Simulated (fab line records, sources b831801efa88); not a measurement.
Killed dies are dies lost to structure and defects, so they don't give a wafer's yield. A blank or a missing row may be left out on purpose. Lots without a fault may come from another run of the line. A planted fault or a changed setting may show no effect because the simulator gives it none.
Chamber matching | flow sky130 | SKY_LI_CONTACT_CMP_24 on cmp-02: 4 sister chambers
The step polishes, stops on PSG, t overpolish 20 s, target thk 0 nm. 48 wafers are shown with their chamber, then 12 later ones without.

WAFERS WITH THEIR CHAMBER
wafer  | chamber | motor_current_A (A) | time_to_endpoint_s (s) | overpolish_run_s (s)
L077.1 | 1       | 10.5                | 91                     | 19.989
L077.4 | 0       | 11.7                | 95                     | 19.998
L077.5 | 3       | 9.5                 | 104                    | 20.001
L078.1 | 3       | 9.7                 | 97                     | 20.011
L078.4 | 0       | 11.4                | 89                     | 20.007
L078.6 | 0       | 10.9                | 92                     | 20.029
L078.2 | 1       | 10.9                | 89                     | 19.989
L078.3 | 2       | 10.9                | 93                     | 20.004
L078.5 | 1       | 10.8                | 85                     | 20.011
L079.2 | 2       | 10.3                | 94                     | 20.003
L079.4 | 3       | 9.7                 | 100                    | 19.988
L079.6 | 3       | 9.5                 | 100                    | 20.003
L080.3 | 1       | 10.5                | 86                     | 20.001
L080.5 | 1       | 10.9                | 89                     | 20.010
L080.6 | 2       | 10.9                | 95                     | 19.991
L080.1 | 3       | 10.1                | 99                     | 19.995
L080.2 | 2       | 11.2                | 93                     | 20.003
L080.4 | 0       | 11.5                | 94                     | 20.001
L081.1 | 3       | 8.8                 | 107                    | 19.997
L081.2 | 0       | 11.1                | 100                    | 20.007
L081.3 | 1       | 10.4                | 92                     | 20.002
L081.4 | 2       | 10.7                | 98                     | 19.996
L081.5 | 3       | 10.1                | 101                    | 19.991
L081.6 | 0       | 12.0                | 100                    | 19.990
L083.1 | 3       | 9.7                 | 99                     | 19.993
L083.4 | 0       | 11.3                | 94                     | 20.011
L083.6 | 0       | 11.6                | 96                     | 20.009
L083.2 | 1       | 10.5                | 89                     | 20.003
L083.3 | 2       | 11.0                | 95                     | 20.008
L083.5 | 3       | 9.6                 | 98                     | 20.005
L084.2 | 1       | 11.1                | 89                     | 19.994
L084.4 | 3       | 9.3                 | 96                     | 20.000
L084.6 | 0       | 11.6                | 96                     | 19.997
L084.1 | 0       | 11.2                | 91                     | 20.001
L084.3 | 2       | 10.3                | 95                     | 19.987
L084.5 | 3       | 9.3                 | 97                     | 19.990
L086.1 | 2       | 10.7                | 98                     | 20.013
L086.4 | 1       | 10.6                | 95                     | 19.992
L086.5 | 0       | 10.7                | 100                    | 19.987
L087.2 | 0       | 11.5                | 103                    | 19.998
L087.3 | 1       | 10.4                | 94                     | 20.012
L087.5 | 0       | 12.0                | 105                    | 19.993
L087.1 | 3       | 9.9                 | 107                    | 20.005
L087.4 | 2       | 11.1                | 104                    | 19.994
L087.6 | 1       | 10.9                | 95                     | 20.016
L088.1 | 3       | 9.5                 | 99                     | 20.011
L088.3 | 1       | 10.9                | 93                     | 19.988
L088.4 | 2       | 11.1                | 95                     | 20.005

SIGNATURES (means of the wafers above)
reading            | chamber 0 | chamber 1 | chamber 2 | chamber 3 | scatter within a chamber
motor_current_A    | 11.423    | 10.700    | 10.820    | 9.592     | 0.331
time_to_endpoint_s | 96.54     | 90.58     | 96.00     | 100.31    | 3.83
overpolish_run_s   | 20.00215  | 20.00058  | 20.00040  | 19.99923  | 0.00933
Rule: a wafer's distance from a chamber is the root of the sum, over the readings, of the square of ((its reading less the chamber's mean) divided by the reading's scatter). The wafer belongs to the nearest chamber; if the next one is less than 2 further off, it can't be placed. The scatter: the root of (the sum of the squares of (reading less its chamber's mean) over the shown wafers, divided by (wafers less chambers)).

WAFERS WITHOUT THEIR CHAMBER
wafer  | motor_current_A (A) | time_to_endpoint_s (s) | overpolish_run_s (s)
L090.2 | 9.6                 | 100                    | 20.005
L090.4 | 10.9                | 95                     | 19.994
L090.6 | 10.8                | 95                     | 20.000
L093.1 | 11.0                | 99                     | 20.010
L093.2 | 9.9                 | 102                    | 20.003
L093.4 | 10.8                | 93                     | 19.994
L093.3 | 11.9                | 96                     | 20.002
L093.5 | 11.0                | 95                     | 20.000
L093.6 | 9.8                 | 100                    | 19.992
L097.1 | 11.7                | 102                    | 20.002
L097.4 | 10.9                | 96                     | 20.015
L097.6 | 11.3                | 99                     | 19.995

WHICH CHAMBER EACH WENT THROUGH
wafer  | from the rows above          | in truth
L090.2 | 3                            | 3
L090.4 | can't be placed: 2 or 1 or 0 | 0
L090.6 | can't be placed: 2 or 1 or 0 | 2
L093.1 | can't be placed: 2 or 0 or 1 | 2
L093.2 | 3                            | 3
L093.4 | can't be placed: 1 or 2 or 0 | 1
L093.3 | can't be placed: 0 or 2      | 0
L093.5 | can't be placed: 2 or 0 or 1 | 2
L093.6 | 3                            | 3
L097.1 | can't be placed: 0 or 2      | 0
L097.4 | can't be placed: 2 or 0 or 1 | 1
L097.6 | can't be placed: 0 or 2 or 1 | 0
Placed correctly: 3 of 12. Can't be placed from these rows: 9 (the true chamber is among the candidates in 9). Placed wrongly: 0.
